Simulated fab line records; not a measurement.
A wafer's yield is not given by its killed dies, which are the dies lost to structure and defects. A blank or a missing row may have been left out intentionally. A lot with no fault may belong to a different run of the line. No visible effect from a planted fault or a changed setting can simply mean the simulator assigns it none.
Matching of chambers + flow gf180mcu + cmp-02 running GF_V4_CMP_26: 4 sister chambers
The step polishes, stops on SiO2, t overpolish 15 s, target thk 0 nm. 4 wafers are shown with their chamber, then 10 later ones without.

EACH WAFER AND ITS CHAMBER
| wafer  | chamber | motor-current-A (A) |
|--------|---------|---------------------|
| L314.4 | 3       | 10.9                |
| L322.3 | 2       | 9.4                 |
| L322.6 | 0       | 11.4                |
| L323.5 | 1       | 11.7                |

WAFERS WITHOUT THEIR CHAMBER
| wafer  | motor-current-A (A) |
|--------|---------------------|
| L323.6 | 10.8                |
| L324.1 | 11.2                |
| L324.2 | 12.3                |
| L324.3 | 11.4                |
| L330.3 | 11.9                |
| L330.5 | 11.2                |
| L330.6 | 10.4                |
| L332.2 | 11.6                |
| L332.3 | 12.1                |
| L332.6 | 11.8                |

EACH ONE'S CHAMBER
| wafer  | from the rows above          | in truth |
|--------|------------------------------|----------|
| L323.6 | can't be placed: 3 or 0      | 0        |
| L324.1 | can't be placed: 0 or 3 or 1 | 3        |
| L324.2 | can't be placed: 1 or 0      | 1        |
| L324.3 | can't be placed: 0 or 1 or 3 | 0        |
| L330.3 | can't be placed: 1 or 0      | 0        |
| L330.5 | can't be placed: 0 or 3 or 1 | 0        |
| L330.6 | can't be placed: 3 or 0 or 2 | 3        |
| L332.2 | can't be placed: 1 or 0 or 3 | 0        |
| L332.3 | can't be placed: 1 or 0      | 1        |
| L332.6 | can't be placed: 1 or 0      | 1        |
Correct placement for 0 of the 10. Can't be placed from these rows: 10 (the true chamber is among the candidates in 10). Wrongly placed: 0.
How it was worked out, from the rows above alone: a wafer's distance from a chamber is the root of the sum, over the readings, of the square of ((its reading less the chamber's mean) divided by the reading's scatter). The wafer belongs to the nearest chamber; if the next one is less than 2 further off, it can't be placed. For every chamber, the mean is computed from those of its wafers that are shown. The scatter: with one shown wafer a chamber, the root of the mean of the squares of how far each hidden wafer lies from its nearest shown one.
